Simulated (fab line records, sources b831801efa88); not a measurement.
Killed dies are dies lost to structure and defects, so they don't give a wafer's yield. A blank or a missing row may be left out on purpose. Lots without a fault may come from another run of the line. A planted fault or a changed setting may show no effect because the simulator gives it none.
Which tool did it? | flow sfq_line | 14 lots, 42 wafers sampled, at 4 steps of a route of 325

WHAT THE GAUGES READ, wafer by wafer
SFQ_I0_OVL_MEAS_908.
lot  | measured     | on         | I0_OVL (nm)
L809 | day 8 11:25  | overlay-02 | 3 4 6
L810 | day 8 21:02  | overlay-01 | -5 -3 -3
L811 | day 9 00:37  | overlay-01 | -6 2 -3
L812 | day 9 14:22  | overlay-02 | -11 -2 -4
L813 | day 9 21:35  | overlay-01 | -4 -1 1
L814 | day 10 02:22 | overlay-02 | 3 4 3
L824 | day 13 16:25 | overlay-01 | 10 5 4
L825 | day 14 02:13 | overlay-02 | -15 -11 -14
L826 | day 14 08:13 | overlay-01 | -2 -4 -7
L827 | day 14 13:01 | overlay-02 | 3 4 8
L828 | day 14 23:50 | overlay-01 | -6 -10 -8
L829 | day 15 07:01 | overlay-02 | 5 11 6
L830 | day 15 10:37 | overlay-01 | 7 2 -1
L831 | day 15 23:24 | overlay-02 | 2 -1 0

WHICH TOOL RAN EACH LOT (tool, then ch and the chambers of the sampled wafers, then the start)
lot  | SFQ_TRILAYER_M0_STRIP_STRIP_025   | SFQ_TRILAYER_I0_CMP_CMP_028   | SFQ_TRILAYER_I0_METRO_MEASURE_029
L809 | rie_metal-03 ch 0,1, day 6 16:26  | cmp-01 ch 1,2, day 6 18:41    | film_metro-01, day 6 22:00
L810 | rie_metal-03 ch 0,1, day 6 23:50  | cmp-02 ch 1,2, day 7 03:44    | film_metro-02, day 7 06:46
L811 | rie_metal-02 ch 0,1, day 7 03:14  | cmp-02 ch 0,1,3, day 7 06:44  | film_metro-02, day 7 09:34
L812 | rie_metal-02 ch 0,1, day 7 06:50  | cmp-01 ch 0,2,3, day 7 07:44  | film_metro-04, day 7 11:03
L813 | rie_metal-02 ch 0,1, day 7 14:14  | cmp-01 ch 0,2,3, day 7 18:14  | film_metro-04, day 7 20:15
L814 | rie_metal-04 ch 0,1, day 7 17:38  | cmp-01 ch 0,2, day 7 20:14    | film_metro-01, day 7 23:03
L824 | rie_metal-02 ch 0,1, day 11 06:56 | cmp-01 ch 0,2, day 11 11:43   | film_metro-01, day 11 15:02
L825 | rie_metal-02 ch 0,1, day 11 18:56 | cmp-02 ch 0,2,3, day 11 21:17 | film_metro-04, day 11 22:55
L826 | rie_metal-04 ch 0,1, day 12 00:56 | cmp-01 ch 0,2,3, day 12 04:34 | film_metro-04, day 12 06:41
L827 | rie_metal-03 ch 0,1, day 12 05:44 | cmp-02 ch 0,1,3, day 12 07:47 | film_metro-04, day 12 10:55
L828 | rie_metal-03 ch 0,1, day 12 16:32 | cmp-01 ch 1,2,3, day 12 19:11 | film_metro-04, day 12 21:30
L829 | rie_metal-04 ch 0,1, day 12 21:20 | cmp-01 ch 0,1,3, day 13 00:41 | film_metro-02, day 13 03:18
L830 | rie_metal-04 ch 0,1, day 12 23:44 | cmp-01 ch 0,1,2, day 13 06:11 | film_metro-01, day 13 09:18
L831 | rie_metal-03 ch 0,1, day 13 04:32 | cmp-02 ch 0,1,2, day 13 15:54 | film_metro-04, day 13 17:31
- SFQ_TRILAYER_M0_STRIP_STRIP_025: strips in O2.
- SFQ_TRILAYER_I0_CMP_CMP_028: polishes SiO2.
- SFQ_TRILAYER_I0_METRO_MEASURE_029

WHAT THE TOOLS THEMSELVES READ (means of the sampled wafers that have a number; where no wafer has one, the mark that the record gives instead)
SFQ_TRILAYER_M0_STRIP_STRIP_025.
lot  | tool         | drypump_motor_current_A (A) | oes_product_au (a.u.)
L809 | rie_metal-03 | 5.8                         | 0.993
L810 | rie_metal-03 | 5.8                         | 0.995
L811 | rie_metal-02 | 4.9                         | 1.001
L812 | rie_metal-02 | 5.0                         | 1.001
L813 | rie_metal-02 | 5.1                         | 0.993
L814 | rie_metal-04 | 6.3                         | 0.996
L824 | rie_metal-02 | 4.8                         | 0.995
L825 | rie_metal-02 | 4.8                         | 0.994
L826 | rie_metal-04 | 6.3                         | 0.994
L827 | rie_metal-03 | 5.8                         | 0.977
L828 | rie_metal-03 | 5.8                         | 0.990
L829 | rie_metal-04 | 5.9                         | 0.997
L830 | rie_metal-04 | 5.9                         | 1.005
L831 | rie_metal-03 | 5.8                         | 0.988

SFQ_TRILAYER_I0_CMP_CMP_028.
lot  | tool   | motor_current_A (A) | time_to_endpoint_s (s)
L809 | cmp-01 | 11.2                | 213
L810 | cmp-02 | 9.7                 | 211
L811 | cmp-02 | 10.4                | 206
L812 | cmp-01 | 9.4                 | 211
L813 | cmp-01 | 9.8                 | 214
L814 | cmp-01 | 9.8                 | 221
L824 | cmp-01 | 9.7                 | 215
L825 | cmp-02 | 10.2                | 215
L826 | cmp-01 | 9.8                 | 216
L827 | cmp-02 | 10.1                | 203
L828 | cmp-01 | 10.8                | 211
L829 | cmp-01 | 10.5                | 216
L830 | cmp-01 | 9.9                 | 209
L831 | cmp-02 | 9.8                 | 210

SFQ_TRILAYER_I0_METRO_MEASURE_029.
lot  | tool          | thk_nm (nm)
L809 | film_metro-01 | 200.0
L810 | film_metro-02 | 200.7
L811 | film_metro-02 | 199.0
L812 | film_metro-04 | 199.4
L813 | film_metro-04 | 183.0
L814 | film_metro-01 | 183.4
L824 | film_metro-01 | 201.7
L825 | film_metro-04 | 199.4
L826 | film_metro-04 | 199.9
L827 | film_metro-04 | 199.2
L828 | film_metro-04 | 200.0
L829 | film_metro-02 | 199.3
L830 | film_metro-01 | 201.0
L831 | film_metro-04 | 200.8

THE ANSWER, worked out from the rows above alone
Rule: what is usual is taken from the lots themselves. Put in order of their means at a reading, lots are off if they are a third of the lots or fewer, leave a main group of 4 or more, and stand apart from it by a gap of 3 or more times the standard deviation of the main group's means; of several such gaps the widest counts. A main group whose means are all the same, to the digits that the tables above print for the reading, isn't used. A lot without any number at a reading at which 4 lots or more have one is off too. The other lots that the step has rows for count as sound. The gauges are gone through in route order, then the tools' own readings, and for those a lot's mean is taken as printed above. The first step at which some lot is off is used, and at that step the reading that is off furthest; a lot without a number counts as furthest.
Off: L813, L814, at SFQ_TRILAYER_I0_METRO_MEASURE_029 (thk_nm). The main group: mean 200.0 nm, standard deviation 0.81.
A tool fits if, at that step or a process step before it, it ran every lot that is off, and no sound lot after the first of them. None of those tried fits.

WHAT THE SIMULATOR HAD PUT IN
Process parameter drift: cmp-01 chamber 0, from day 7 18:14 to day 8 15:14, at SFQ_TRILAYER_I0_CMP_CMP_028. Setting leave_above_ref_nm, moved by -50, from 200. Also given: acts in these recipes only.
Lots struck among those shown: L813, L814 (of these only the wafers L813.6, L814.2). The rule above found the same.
